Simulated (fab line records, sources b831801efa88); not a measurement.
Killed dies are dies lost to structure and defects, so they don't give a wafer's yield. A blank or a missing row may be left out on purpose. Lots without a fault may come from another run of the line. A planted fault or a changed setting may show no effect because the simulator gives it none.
Which tool did it? | flow sky130 | 24 lots, 72 wafers sampled, at 2 steps of a route of 708

WHAT THE GAUGES READ, wafer by wafer
SKY_VT_ADJUST_HVTR_CD_MEAS_07: target cd 380 nm.
lot  | measured     | on        | cd_nm (nm)
L074 | day 9 07:58  | cd_sem-01 | 380.9 379.7 378.1
L075 | day 9 19:26  | cd_sem-02 | 385.2 385.1 383.0
L076 | day 10 04:56 | cd_sem-01 | 380.2 378.6 381.1
L077 | day 10 06:47 | cd_sem-02 | 381.9 382.8 382.1
L078 | day 10 13:23 | cd_sem-01 | 383.5 384.8 382.0
L079 | day 11 00:06 | cd_sem-01 | 378.8 379.1 377.2
L080 | day 11 09:08 | cd_sem-02 | 381.4 381.7 383.2
L081 | day 11 10:21 | cd_sem-02 | 373.1 375.1 375.9
L082 | day 11 17:27 | cd_sem-01 | 382.7 383.6 381.9
L083 | day 12 00:38 | cd_sem-02 | 382.8 384.3 384.9
L084 | day 12 10:01 | cd_sem-02 | 379.7 381.4 381.8
L085 | day 12 15:30 | cd_sem-02 | 382.6 379.7 379.4
L086 | day 12 20:29 | cd_sem-02 | 381.3 380.0 381.3
L087 | day 13 05:13 | cd_sem-01 | 377.8 379.7 378.8
L088 | day 13 14:14 | cd_sem-01 | 381.0 379.1 380.1
L089 | day 13 20:57 | cd_sem-02 | 379.0 374.0 377.9
L090 | day 14 04:21 | cd_sem-02 | 384.0 380.4 380.5
L091 | day 14 21:52 | cd_sem-01 | 379.1 382.6 379.3
L092 | day 15 03:35 | cd_sem-01 | 377.6 380.4 381.0
L093 | day 15 17:10 | cd_sem-01 | 382.1 382.2 384.4
L094 | day 15 22:11 | cd_sem-02 | 373.6 377.4 376.8
L095 | day 15 23:43 | cd_sem-01 | 386.1 386.7 386.1
L096 | day 16 04:47 | cd_sem-02 | 382.8 383.0 382.2
L097 | day 16 17:36 | cd_sem-02 | 379.1 378.8 378.9

SKY_POLY_GATE_THK_MEAS_21.
lot  | measured     | on            | POLY_GATE_OXIDATION_THK (nm)
L074 | day 16 08:29 | film_metro-02 | 4.08 4.03 4.01
L075 | day 16 20:07 | film_metro-02 | 4.10 4.13 4.07
L076 | day 17 10:13 | film_metro-04 | 3.96 3.87 3.96
L077 | day 17 12:38 | film_metro-04 | 3.95 3.81 3.82
L078 | day 18 11:31 | film_metro-04 | 3.95 3.91 3.86
L079 | day 18 12:39 | film_metro-03 | 3.89 3.92 3.89
L080 | day 18 19:19 | film_metro-03 | 3.99 3.97 4.03
L081 | day 18 21:52 | film_metro-03 | 3.89 3.91 3.92
L082 | day 19 07:29 | film_metro-04 | 3.91 3.93 3.97
L083 | day 19 13:46 | film_metro-03 | 3.91 3.99 3.98
L084 | day 19 22:50 | film_metro-04 | 4.01 3.93 3.84
L085 | day 20 08:08 | film_metro-03 | 4.18 4.09 4.12
L086 | day 20 15:53 | film_metro-02 | 4.09 4.03 4.18
L087 | day 21 00:31 | film_metro-04 | 4.07 4.08 4.00
L088 | day 21 10:38 | film_metro-02 | 3.98 3.99 4.11
L089 | day 21 18:53 | film_metro-03 | 4.15 4.09 4.11
L090 | day 22 19:34 | film_metro-04 | 3.92 3.88 3.89
L091 | day 23 14:20 | film_metro-02 | 4.06 4.01 4.07
L092 | day 23 14:05 | film_metro-04 | 3.95 3.99 3.96
L093 | day 23 19:28 | film_metro-02 | 3.91 3.98 3.90
L094 | day 23 20:32 | film_metro-04 | 4.12 4.05 4.03
L095 | day 24 00:41 | film_metro-04 | 4.04 3.96 3.95
L096 | day 24 06:29 | film_metro-02 | 3.96 4.05 3.94
L097 | day 24 19:03 | film_metro-02 | 4.08 4.10 4.12

WHICH TOOL RAN EACH LOT (tool, then ch and the chambers of the sampled wafers, then the start)
The record holds no process step before these readings.

WHAT THE TOOLS THEMSELVES READ (means of the sampled wafers that have a number; where no wafer has one, the mark that the record gives instead)
The record holds no such reading with a usual standard deviation.

THE ANSWER, worked out from the rows above alone
Rule: what is usual is taken from the lots themselves. Put in order of their means at a reading, lots are off if they are a third of the lots or fewer, leave a main group of 4 or more, and stand apart from it by a gap of 3 or more times the standard deviation of the main group's means; of several such gaps the widest counts. A main group whose means are all the same, to the digits that the tables above print for the reading, isn't used. A lot without any number at a reading at which 4 lots or more have one is off too. The other lots that the step has rows for count as sound. The gauges are gone through in route order, then the tools' own readings, and for those a lot's mean is taken as printed above. The first step at which some lot is off is used, and at that step the reading that is off furthest; a lot without a number counts as furthest.
No lot is off at any reading shown: from this, nothing can be told.

WHAT THE SIMULATOR HAD PUT IN
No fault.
